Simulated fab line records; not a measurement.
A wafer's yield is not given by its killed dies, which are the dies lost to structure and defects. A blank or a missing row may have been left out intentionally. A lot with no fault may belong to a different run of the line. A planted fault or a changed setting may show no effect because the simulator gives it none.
fab line records	flow sfqLine
[record] lots = 6	wafers = 18	lastDay = 91
route steps=325 shown M0@32 I0@43 M1@58
lots with no fault: from the same line, run without faults
startH: the number of hours between the record's first day and the start of the first shown wafer of the lot	waitH: how many hours have passed since the lot's step before this one	" same as the row above	L1.1+2: one row covering several wafers at once	- either no value or no given start	* or withheld: withheld	< > ~ a bound
route shown NAME@n: a module of which the file shows steps, and the number in the route of the first	usual: mean/standard deviation taken from wafers without a fault	same: alike in all rows	chamber/n: place in a boat	sites: the reading at each site	_std_site: standard deviation of those values	_edge_site: outer sites' mean less inner sites'	radiusMm: how far each site lies from the wafer's centre	mask NAME#n: copy n	behind: the tool/chamber that last shaped the wafer	hold: cause of the lot's hold/its duration in hours/its outcome	device: whichever transistor did not switch (one of n, p or np)	end of line: the route-end tests of the same wafers	for a step that has no rows: nothing shown but its recipe	killed: the dies lost at the first sort to structure and to defects; this is not the yield of the wafer	map: per-die view of a wafer (x killed, . not killed, _ where there is no die)
set.NAME: setting as actually run; set.NAME@STEP: the setting as run at that earlier step	model.NAME: the simulator's own value behind a step, which no gauge read
certain route steps with their lots: each step a table, each wafer a row
services: from which hour (startH, from the record's first day; less than 0 if before it) a tool's chamber was out of use, for how many hours, and why
[[steps]]
[step SFQ_TRILAYER_M0_LITHO_COAT_026]
[recipe] resist = BARC	spinRpm = 3000	resistThkNm = 62
[step SFQ_TRILAYER_M0_LITHO_COAT_021]
[recipe] resist = KrF	spinRpm = 3000	resistThkNm = 600
[step SFQ_TRILAYER_M0_LITHO_SOFTBAKE_025]
[recipe] tempC = withheld	timeS = withheld	resist = KrF
[step SFQ_TRILAYER_M0_LITHO_EXPOSE_022]
[recipe] maskId = M0	na = 0.6	sourceShape = conventional	sigmaOuter = 0.65	targetCdNm = 500	doseMj = 14.4
[step SFQ_TRILAYER_M0_LITHO_PEB_024]
[recipe] pebTempC = 115	pebTimeS = 62.16	resist = KrF
[step SFQ_TRILAYER_M0_LITHO_DEVELOP_023]
[recipe] timeS = 60	resist = KrF
[step SFQ_M0_OVL_MEAS_906]
[usual] M0_OVL = -5/5.4
lot.wafer	tool	chamber	startH	waitH	M0_OVL[nm]
L379.1	overlay-02	-	206.43	0.1	3
L379.3	"	-	"	"	-2
L379.6	"	-	"	"	1
L382.2	overlay-02	-	231.64	0.1	-16
L382.3	"	-	"	"	-12
L382.4	"	-	"	"	-17
L383.3	overlay-01	-	244.84	0.1	-14
L383.4	"	-	"	"	-11
L383.6	"	-	"	"	-13
L390.1	overlay-01	-	308.60	0.1	-13
L390.3	"	-	"	"	-10
L390.5	"	-	"	"	-10
L392.1	overlay-02	-	313.42	0.1	-5
L392.3	"	-	"	"	-1
L392.4	"	-	"	"	-10
L393.3	overlay-01	-	318.21	0.1	1
L393.4	"	-	"	"	-1
L393.6	"	-	"	"	0
[step SFQ_TRILAYER_M0_BARC_OPEN_METAL_ETCH_031]
[recipe] maskMaterial = PR	chemistry = O2	targetDepthNm = 125	target = BARC	icpW = 600	biasW = 80	pressureMtorr = 10	timeS = 41.7
[step SFQ_TRILAYER_M0_ETCH_METAL_ETCH_024]
[recipe] target = Nb	stopOn = SiO2	maskMaterial = PR	chemistry = Cl2/Ar	targetDepthNm = 240	icpW = 600	biasW = 80	pressureMtorr = 10	timeS = 120
[step SFQ_TRILAYER_M0_STRIP_STRIP_025]
[recipe] gas = O2	powerW = 200	platenTempC = 40	overashFraction = 0.65	chemistry = O2	pressureMtorr = 50
[usual] drypumpMotorCurrentA = 5.4/0.45	oesProductAu = 0.996/0.0075
lot.wafer	tool	chamber	startH	waitH	drypumpMotorCurrentA	oesProductAu	rfHoursCounterH
L379.1	rieMetal-02	1	206.65	0.1	4.8	0.992	82
L379.3	"	0	"	"	5.7	1.006	-
L379.6	"	0	"	"	5.7	1.009	-
L382.2	rieMetal-04	1	231.85	0.1	5.0	0.989	38
L382.3	"	0	"	"	5.4	0.981	-
L382.4	"	1	"	"	4.9	0.982	-
L383.3	rieMetal-04	0	245.25	0.2	5.4	0.986	-
L383.4	"	1	"	"	4.9	0.988	-
L383.6	"	0	"	"	5.4	0.996	-
L390.1	rieMetal-02	1	309.01	0.2	4.8	1.000	98
L390.3	"	1	"	"	4.8	0.990	-
L390.5	"	1	"	"	4.9	0.983	-
L392.1	rieMetal-01	0	313.64	0.1	6.0	0.997	33
L392.3	"	0	"	"	6.0	0.992	-
L392.4	"	1	"	"	5.8	0.995	-
L393.3	rieMetal-04	1	319.01	0.5	4.9	0.992	-
L393.4	"	1	"	"	5.0	0.995	-
L393.6	"	1	"	"	5.0	0.989	-
[step SFQ_TRILAYER_M0_STRIP_SOLV_CLEAN_026]
[recipe] chemistry = NMP	tempC = 70	timeS = 600
[step SFQ_TRILAYER_I0_DEP_PECVD_027]
[recipe] material = SiO2	tempC = 150	timeS = 111.11	pressureTorr = 2.4	rfW = 183.3	precursor = SiH4/N2O	targetThkNm = 500
[step SFQ_TRILAYER_I0_CMP_CMP_028]
[recipe] material = SiO2	downForcePsi = 3	platenRpm = 58.76	padVelocityMS = 0.94248
[usual] motorCurrentA = 10.1/1.1	timeToEndpointS = 216/7.6
lot.wafer	tool	chamber	startH	waitH	motorCurrentA	timeToEndpointS	model.SiO2_of_TRILAYER_I0_DEP_PECVD_027.thkNm
L379.3	cmp-01	2	208.00	0.5	10.6	201	197.7
L379.1	"	0	209.00	1.5	12.1	208	198.4
L379.6	"	2	210.00	2.5	11.6	208	198.6
L382.2	cmp-02	1	233.53	0.8	9.1	213	198.8
L382.3	"	2	"	"	8.5	202	214.8
L382.4	"	3	"	"	11.0	213	198.9
L383.3	cmp-02	2	247.30	1.4	8.2	196	212.9
L383.4	"	3	"	"	11.3	209	198.9
L383.6	"	2	249.30	3.4	8.6	201	212.5
L390.3	cmp-01	0	313.90	3.5	11.9	206	199.7
L390.1	"	3	315.40	5.0	11.2	223	201
L390.5	"	1	316.40	5.9	9.5	220	199.4
L392.3	cmp-01	1	320.20	5.7	9.4	208	200.1
L392.1	"	2	"	"	10.9	216	200.2
L392.4	"	0	321.70	7.2	11.7	221	200
L393.4	cmp-02	1	327.19	6.9	9.1	217	200.7
L393.3	"	2	"	"	8.5	215	199.1
L393.6	"	2	329.69	9.4	8.2	224	199.5
[step SFQ_I0_BOW_MEAS_907]
[recipe] mode = bow
[usual] I0_BOW = 0/7.2
lot.wafer	tool	chamber	startH	waitH	I0_BOW[um]
L379.1	filmMetro-04	-	210.50	1.0	7
L379.3	"	-	"	"	-8
L379.6	"	-	"	"	-11
L382.2	filmMetro-03	-	236.55	2.5	-12
L382.3	"	-	"	"	3
L382.4	"	-	"	"	-3
L382.2	filmMetro-03	-	237.87	1.3	-
L382.3	"	-	"	"	-
L382.4	"	-	"	"	-
L383.3	filmMetro-03	-	250.34	2.5	-1
L383.4	"	-	"	"	0
L383.6	"	-	"	"	2
L383.3	filmMetro-03	-	251.66	1.3	-
L383.4	"	-	"	"	-
L383.6	"	-	"	"	-
L390.1	filmMetro-04	-	316.90	1.0	4
L390.3	"	-	"	"	1
L390.5	"	-	"	"	3
L392.1	filmMetro-02	-	323.20	2.0	2
L392.3	"	-	"	"	-5
L392.4	"	-	"	"	-4
L393.3	filmMetro-04	-	330.23	2.0	-2
L393.4	"	-	"	"	-4
L393.6	"	-	"	"	-4
[step SFQ_TRILAYER_I0_METRO_MEASURE_029]
[usual] thkNm = 199.6/1.2
lot.wafer	tool	chamber	startH	waitH	thkNm
L379.1	filmMetro-04	-	210.62	0.1	198.3
L379.3	"	-	"	"	197.5
L379.6	"	-	"	"	198.6
L382.2	filmMetro-02	-	239.48	1.6	198.9
L382.3	"	-	"	"	214.8
L382.4	"	-	"	"	198.8
L382.2	filmMetro-02	-	240.85	1.2	199.0
L382.3	"	-	"	"	215.0
L382.4	"	-	"	"	198.9
L383.3	filmMetro-03	-	254.90	3.2	212.9
L383.4	"	-	"	"	198.8
L383.6	"	-	"	"	212.4
L383.3	filmMetro-03	-	256.26	1.2	212.9
L383.4	"	-	"	"	198.9
L383.6	"	-	"	"	212.4
L390.1	filmMetro-04	-	317.02	0.1	201.0
L390.3	"	-	"	"	199.6
L390.5	"	-	"	"	199.3
L392.1	filmMetro-02	-	323.32	0.1	200.2
L392.3	"	-	"	"	200.2
L392.4	"	-	"	"	199.8
L393.3	filmMetro-04	-	330.71	0.5	199.2
L393.4	"	-	"	"	200.5
L393.6	"	-	"	"	199.4
[step SFQ_TRILAYER_I0_VIA_LITHO_COAT_036]
[recipe] resist = BARC	spinRpm = 3000	resistThkNm = 62
[step SFQ_TRILAYER_I0_VIA_LITHO_COAT_031]
[recipe] resist = KrF	spinRpm = 3000	resistThkNm = 650
[step SFQ_TRILAYER_I0_VIA_LITHO_SOFTBAKE_035]
[recipe] tempC = withheld	timeS = withheld	resist = KrF
[step SFQ_TRILAYER_I0_VIA_LITHO_EXPOSE_032]
[recipe] maskId = I0	na = 0.6	sourceShape = conventional	sigmaOuter = 0.65	targetCdNm = 500	doseMj = 21.3
[step SFQ_TRILAYER_I0_VIA_LITHO_PEB_034]
[recipe] pebTempC = 115	pebTimeS = 60	resist = KrF
[step SFQ_TRILAYER_I0_VIA_LITHO_DEVELOP_033]
[recipe] timeS = 60	resist = KrF
[step SFQ_I0_OVL_MEAS_908]
[usual] I0_OVL = 1/4.6
lot.wafer	tool	chamber	startH	waitH	I0_OVL[nm]
L379.1	overlay-02	-	317.69	0.1	4
L379.3	"	-	"	"	-1
L379.6	"	-	"	"	6
L382.2	overlay-02	-	355.48	0.1	-6
L382.3	"	-	"	"	4
L382.4	"	-	"	"	4
L383.3	overlay-02	-	369.88	0.1	9
L383.4	"	-	"	"	5
L383.6	"	-	"	"	2
L390.1	overlay-01	-	398.67	0.1	-3
L390.3	"	-	"	"	-3
L390.5	"	-	"	"	5
L392.1	overlay-02	-	401.07	0.1	-5
L392.3	"	-	"	"	-1
L392.4	"	-	"	"	1
L393.3	overlay-02	-	402.28	0.1	1
L393.4	"	-	"	"	2
L393.6	"	-	"	"	-1
[step SFQ_TRILAYER_I0_VIA_BARC_OPEN_VIA_ETCH_046]
[recipe] maskMaterial = PR	chemistry = O2	targetDepthNm = 125	target = BARC	sourceW = 500	biasW = 80	pressureMtorr = 30	timeS = 41.7
[usual] drypumpMotorCurrentA = 5.9/0.4	oesProductAu = 0.685/0.0046
lot.wafer	tool	chamber	startH	waitH	drypumpMotorCurrentA	oesProductAu	rfHoursCounterH
L379.1	rieDiel-01	0	317.73	0.0	6.3	0.686	119
L379.3	"	3	"	"	6.1	0.678	20
L379.6	"	1	"	"	6.0	0.677	-
L382.2	rieDiel-03	1	355.51	0.0	6.0	0.680	23
L382.3	"	0	"	"	6.4	0.683	90
L382.4	"	3	"	"	5.8	0.691	-
L383.3	rieDiel-02	0	369.91	0.0	5.0	0.686	7
L383.4	"	3	"	"	6.1	0.680	1
L383.6	"	3	"	"	6.0	0.681	-
L390.1	rieDiel-02	3	398.71	0.0	6.0	0.681	1
L390.3	"	1	"	"	5.7	0.688	16
L390.5	"	3	"	"	6.0	0.686	-
L392.1	rieDiel-03	0	401.11	0.0	6.5	0.683	91
L392.3	"	1	"	"	6.0	0.686	24
L392.4	"	2	"	"	5.4	0.686	11
L393.3	rieDiel-02	0	402.31	0.0	5.0	0.683	8
L393.4	"	0	"	"	5.0	0.689	-
L393.6	"	1	"	"	5.7	0.689	-
[step SFQ_TRILAYER_I0_VIA_ETCH_VIA_ETCH_034]
[recipe] target = SiO2	stopOn = Nb	maskMaterial = PR	taperDeg = 20	chemistry = CHF3	targetDepthNm = 260	sourceW = 500	biasW = 80	pressureMtorr = 30	timeS = withheld
[usual] drypumpMotorCurrentA = 5.9/0.4	oesProductAu = 0.853/0.0058
lot.wafer	tool	chamber	startH	waitH	drypumpMotorCurrentA	oesProductAu	model.I0.featureDepthNm	model.etch.depthNm
L379.1	rieDiel-01	0	317.77	0.0	6.3	0.847	198.4	198.4
L379.3	"	3	"	"	6.1	0.844	197.7	197.7
L379.6	"	1	"	"	6.1	0.844	198.6	198.6
L382.2	rieDiel-03	1	355.55	0.0	6.0	0.840	198.8	198.8
L382.3	"	0	"	"	6.5	0.881	214.8	214.8
L382.4	"	3	"	"	5.8	0.853	198.9	198.9
L383.3	rieDiel-02	0	369.95	0.0	5.0	0.886	212.9	212.9
L383.4	"	3	"	"	6.0	0.856	198.9	198.9
L383.6	"	3	"	"	6.0	0.881	212.5	212.5
L390.1	rieDiel-02	3	398.75	0.0	6.1	0.861	201	201
L390.3	"	1	"	"	5.7	0.860	199.7	199.7
L390.5	"	3	"	"	6.1	0.858	199.4	199.4
L392.1	rieDiel-03	0	401.15	0.0	6.5	0.863	200.2	200.2
L392.3	"	1	"	"	6.0	0.853	200.1	200.1
L392.4	"	2	"	"	5.5	0.856	200	200
L393.3	rieDiel-02	0	402.35	0.0	5.1	0.852	199.1	199.1
L393.4	"	0	"	"	5.1	0.860	200.7	200.7
L393.6	"	1	"	"	5.7	0.848	199.5	199.5
[step SFQ_TRILAYER_I0_VIA_STRIP_STRIP_035]
[recipe] gas = O2	powerW = 200	platenTempC = 40	overashFraction = 0.65	chemistry = O2	pressureMtorr = 50
[usual] drypumpMotorCurrentA = 5.7/0.45	oesProductAu = 0.997/0.008
lot.wafer	tool	chamber	startH	waitH	drypumpMotorCurrentA	oesProductAu	rfHoursCounterH
L379.1	rieMetal-01	0	317.88	-	6.0	0.989	34
L379.3	"	1	"	"	5.8	1.003	-
L379.6	"	1	"	"	5.7	0.996	-
L382.2	rieMetal-02	1	355.66	-	4.9	0.993	104
L382.3	"	1	"	"	4.8	0.995	-
L382.4	"	0	"	"	5.7	0.991	-
L383.3	rieMetal-01	0	370.46	-	6.0	0.986	-
L383.4	"	0	"	"	6.0	1.000	-
L383.6	"	0	"	"	6.0	0.996	-
L390.1	rieMetal-01	1	398.86	-	5.8	0.996	3
L390.3	"	0	"	"	6.0	0.994	-
L390.5	"	1	"	"	5.8	1.003	-
L392.1	rieMetal-02	0	401.26	-	5.7	0.995	12
L392.3	"	1	"	"	4.8	0.994	-
L392.4	"	0	"	"	5.7	1.005	-
L393.3	rieMetal-01	0	402.66	-	6.0	0.985	-
L393.4	"	1	"	"	5.8	1.001	-
L393.6	"	1	"	"	5.8	0.991	-
[step SFQ_TRILAYER_I0_VIA_STRIP_SOLV_CLEAN_036]
[recipe] chemistry = NMP	tempC = 70	timeS = 600
[step SFQ_TRILAYER_M1_DEP_PRE_CLEAN_038]
[recipe] gas = Ar	timeS = 22.5	biasV = 250
[step SFQ_TRILAYER_M1_DEP_SPUTTER_037]
[recipe] material = Nb	basePressurePa = 1.33e-06	chamberPressurePa = 0.1333	substrateTempC = 20	resputterCathodeVoltageV = 400	targetThkNm = 200	powerW = 2000	timeS = 133.3
[usual] cathodeDcPowerW = 2000.0/0.36	throttleValvePct = 30.1/1.2
lot.wafer	tool	chamber	startH	waitH	cathodeDcPowerW	throttleValvePct
L379.1	pvdSputter-05	-	318.68	0.0	2000.8	30.3
L379.3	"	-	"	"	1999.5	32.3
L379.6	"	-	"	"	1999.7	32.0
L382.2	pvdSputter-06	-	356.46	0.0	2000.0	30.7
L382.3	"	-	"	"	2000.3	28.4
L382.4	"	-	"	"	1999.9	30.7
L383.3	pvdSputter-03	-	371.48	0.0	2000.1	29.8
L383.4	"	-	"	"	1999.3	30.7
L383.6	"	-	"	"	1999.3	28.0
L390.1	pvdSputter-06	-	399.66	0.0	2000.2	28.7
L390.3	"	-	"	"	2000.2	28.5
L390.5	"	-	"	"	2000.1	30.7
L392.1	pvdSputter-06	-	402.08	0.0	2000.3	28.6
L392.3	"	-	"	"	2000.2	31.0
L392.4	"	-	"	"	2000.1	30.7
L393.3	pvdSputter-05	-	403.26	0.0	1999.7	30.4
L393.4	"	-	"	"	1999.4	29.6
L393.6	"	-	"	"	1999.8	30.3
[step SFQ_M1_RS_MEAS_909]
[recipe] thkMeasGauge = four-point-probe	reads = Nb_of_TRILAYER_M1_DEP_SPUTTER_037
[usual] M1_NB_RS = 0.888/0.012
lot.wafer	tool	chamber	startH	waitH	M1_NB_RS[ohm/sq]
L379.1	filmMetro-02	-	318.77	0.0	0.885
L379.3	"	-	"	"	0.890
L379.6	"	-	"	"	0.900
L382.2	filmMetro-02	-	356.58	0.1	0.880
L382.3	"	-	"	"	0.884
L382.4	"	-	"	"	0.873
L383.3	filmMetro-02	-	371.61	0.1	0.893
L383.4	"	-	"	"	0.892
L383.6	"	-	"	"	0.888
L390.1	filmMetro-04	-	399.76	0.0	0.893
L390.3	"	-	"	"	0.888
L390.5	"	-	"	"	0.874
L392.1	filmMetro-04	-	402.17	0.0	0.905
L392.3	"	-	"	"	0.912
L392.4	"	-	"	"	0.899
L393.3	filmMetro-02	-	403.40	0.1	0.873
L393.4	"	-	"	"	0.882
L393.6	"	-	"	"	0.879
[step SFQ_TRILAYER_M1_LITHO_COAT_044]
[recipe] resist = BARC	spinRpm = 3000	resistThkNm = 62
[step SFQ_TRILAYER_M1_LITHO_COAT_039]
[recipe] resist = KrF	spinRpm = 3000	resistThkNm = 600
[step SFQ_TRILAYER_M1_LITHO_SOFTBAKE_043]
[recipe] tempC = withheld	timeS = withheld	resist = KrF
[step SFQ_TRILAYER_M1_LITHO_EXPOSE_040]
[recipe] maskId = M1	na = 0.6	sourceShape = conventional	sigmaOuter = 0.65	targetCdNm = 500	doseMj = 14.4
[step SFQ_TRILAYER_M1_LITHO_PEB_042]
[recipe] pebTempC = 115	pebTimeS = 60	resist = KrF
[step SFQ_TRILAYER_M1_LITHO_DEVELOP_041]
[recipe] timeS = 60	resist = KrF
[step SFQ_M1_OVL_MEAS_911]
[usual] M1_OVL = 0/4.5
lot.wafer	tool	chamber	startH	waitH	M1_OVL[nm]
L379.1	overlay-02	-	444.52	0.1	-2
L379.3	"	-	"	"	-8
L379.6	"	-	"	"	-2
L382.2	overlay-02	-	492.05	0.1	5
L382.3	"	-	"	"	0
L382.4	"	-	"	"	0
L383.3	overlay-02	-	507.78	0.1	-3
L383.4	"	-	"	"	-7
L383.6	"	-	"	"	-4
L390.1	overlay-01	-	553.50	0.1	2
L390.3	"	-	"	"	2
L390.5	"	-	"	"	9
L392.1	overlay-02	-	557.10	0.1	0
L392.3	"	-	"	"	4
L392.4	"	-	"	"	2
L393.3	overlay-02	-	559.51	0.1	6
L393.4	"	-	"	"	2
L393.6	"	-	"	"	3
[step SFQ_TRILAYER_M1_BARC_OPEN_METAL_ETCH_054]
[recipe] maskMaterial = PR	chemistry = O2	targetDepthNm = 125	target = BARC	icpW = 600	biasW = 80	pressureMtorr = 10	timeS = 41.7
[usual] drypumpMotorCurrentA = 5.4/0.51	oesProductAu = 0.685/0.0046
lot.wafer	tool	chamber	startH	waitH	drypumpMotorCurrentA	oesProductAu	rfHoursCounterH
L379.1	rieMetal-03	1	444.56	0.0	6.3	0.680	60
L379.3	"	0	"	"	5.0	0.685	-
L379.6	"	0	"	"	4.9	0.681	-
L382.2	rieMetal-03	1	492.08	0.0	6.2	0.687	66
L382.3	"	1	"	"	6.3	0.687	-
L382.4	"	0	"	"	4.9	0.680	-
L383.3	rieMetal-02	0	507.83	0.0	5.7	0.687	-
L383.4	"	1	"	"	4.8	0.690	-
L383.6	"	0	"	"	5.7	0.686	-
L390.1	rieMetal-02	0	553.53	0.0	5.7	0.688	34
L390.3	"	0	"	"	5.7	0.685	-
L390.5	"	0	"	"	5.7	0.683	-
L392.1	rieMetal-02	0	557.13	0.0	5.7	0.683	35
L392.3	"	0	"	"	5.7	0.685	-
L392.4	"	1	"	"	4.8	0.685	-
L393.3	rieMetal-03	1	559.55	0.0	6.2	0.683	-
L393.4	"	0	"	"	4.9	0.689	-
L393.6	"	1	"	"	6.2	0.679	-
[step SFQ_TRILAYER_M1_ETCH_METAL_ETCH_042]
[recipe] target = Nb	stopOn = SiO2	maskMaterial = PR	chemistry = Cl2/Ar	targetDepthNm = 240	icpW = 622.8	biasW = 80	pressureMtorr = 10	timeS = 120
[usual] drypumpMotorCurrentA = 5.4/0.51	oesProductAu = 0.896/0.0085
lot.wafer	tool	chamber	startH	waitH	drypumpMotorCurrentA	oesProductAu	rfHoursCounterH	model.SiO2_of_TRILAYER_I0_DEP_PECVD_027.thkNm
L379.1	rieMetal-03	1	444.62	0.0	6.3	0.898	60	190.1
L379.3	"	0	"	"	5.0	0.894	-	189.4
L379.6	"	0	"	"	5.0	0.891	-	190.3
L382.2	rieMetal-03	1	492.14	0.0	6.2	0.893	66	190.5
L382.3	"	1	"	"	6.2	0.907	-	206.5
L382.4	"	0	"	"	5.0	0.908	-	190.6
L383.3	rieMetal-02	0	507.91	0.1	5.7	0.894	-	204.6
L383.4	"	1	"	"	4.8	0.899	-	190.6
L383.6	"	0	"	"	5.7	0.900	-	204.3
L390.1	rieMetal-02	0	553.59	0.0	5.7	0.904	34	192.8
L390.3	"	0	"	"	5.7	0.903	-	191.4
L390.5	"	0	"	"	5.7	0.904	-	191.2
L392.1	rieMetal-02	0	557.19	0.0	5.7	0.886	35	192
L392.3	"	0	"	"	5.7	0.883	-	191.8
L392.4	"	1	"	"	4.8	0.885	-	191.7
L393.3	rieMetal-03	1	559.63	0.1	6.2	0.906	-	190.8
L393.4	"	0	"	"	5.0	0.896	-	192.4
L393.6	"	1	"	"	6.2	0.897	-	191.2
[step SFQ_TRILAYER_M1_STRIP_STRIP_043]
[recipe] gas = O2	powerW = 200	platenTempC = 40	overashFraction = 0.65	chemistry = O2	pressureMtorr = 50
[[services]]
tool	chamber	startH	hours	kind
filmMetro-04	-	184.71	0.3	pm
rieDiel-03	-	206.51	0.8	repair
rieDiel-03	-	217.75	14.6	pm
rieMetal-03	1	221.69	64.5	repair
rieDiel-02	-	231.60	2.8	pm
cmp-01	-	233.96	0.2	repair
cmp-01	-	234.54	4.0	pm
filmMetro-04	-	245.86	2.3	pm
rieDiel-03	2	246.81	4.1	repair
cmp-01	-	268.69	1.0	repair
cmp-01	-	272.64	10.3	repair
rieMetal-01	-	276.58	1.4	pm
rieDiel-03	3	284.96	5.1	repair
rieDiel-02	-	316.27	1.0	repair
rieDiel-02	3	328.40	7.4	repair
rieDiel-03	-	350.88	2.8	pm
rieDiel-03	2	355.01	5.0	repair
rieMetal-02	0	384.84	5.2	repair
rieMetal-01	-	404.26	2.8	pm
rieDiel-03	0	433.77	4.2	repair
rieDiel-03	1	442.83	11.4	repair
rieDiel-03	2	503.21	6.1	repair
rieMetal-03	0	510.16	6.1	repair
rieDiel-02	1	541.06	4.6	repair
[[key]]
[firstSign] step = SFQ_TRILAYER_I0_CMP_CMP_028	reading = timeToEndpointS	direction = down	sigmas = 2.2	usual = *	struck = *
[effect] step = SFQ_I0_BOW_MEAS_907	reading = visit	direction = added
[effect] step = SFQ_TRILAYER_I0_METRO_MEASURE_029	reading = visit	direction = added
[effect] step = SFQ_TRILAYER_I0_METRO_MEASURE_029	reading = thkNm	direction = up	sigmas = 12	usual = 199.6	struck = 213.4
[effect] step = SFQ_TRILAYER_I0_VIA_ETCH_VIA_ETCH_034	reading = oesProductAu	direction = up	sigmas = 5.2	usual = 0.853	struck = 0.883
[modelEffect] step = SFQ_TRILAYER_I0_CMP_CMP_028	value = SiO2_of_TRILAYER_I0_DEP_PECVD_027.thkNm	without = 198.4	struck = 213.4
[modelEffect] step = SFQ_TRILAYER_I0_VIA_ETCH_VIA_ETCH_034	value = I0.featureDepthNm	without = 198.4	struck = 213.4
[modelEffect] step = SFQ_TRILAYER_M1_ETCH_METAL_ETCH_042	value = SiO2_of_TRILAYER_I0_DEP_PECVD_027.thkNm	without = 190.1	struck = 205.1
metAt SFQ_TRILAYER_I0_CMP_CMP_028
struckWafers L382.3,L383.3,L383.6
[fault] kind = processParameterDrift	tool = cmp-02	chamber = 2	onsetH = 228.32	steps = SFQ_TRILAYER_I0_CMP_CMP_028	channel = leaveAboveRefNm	offset = 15	shape = step	endH = 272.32	actsIn = theseRecipesOnly	stated = 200
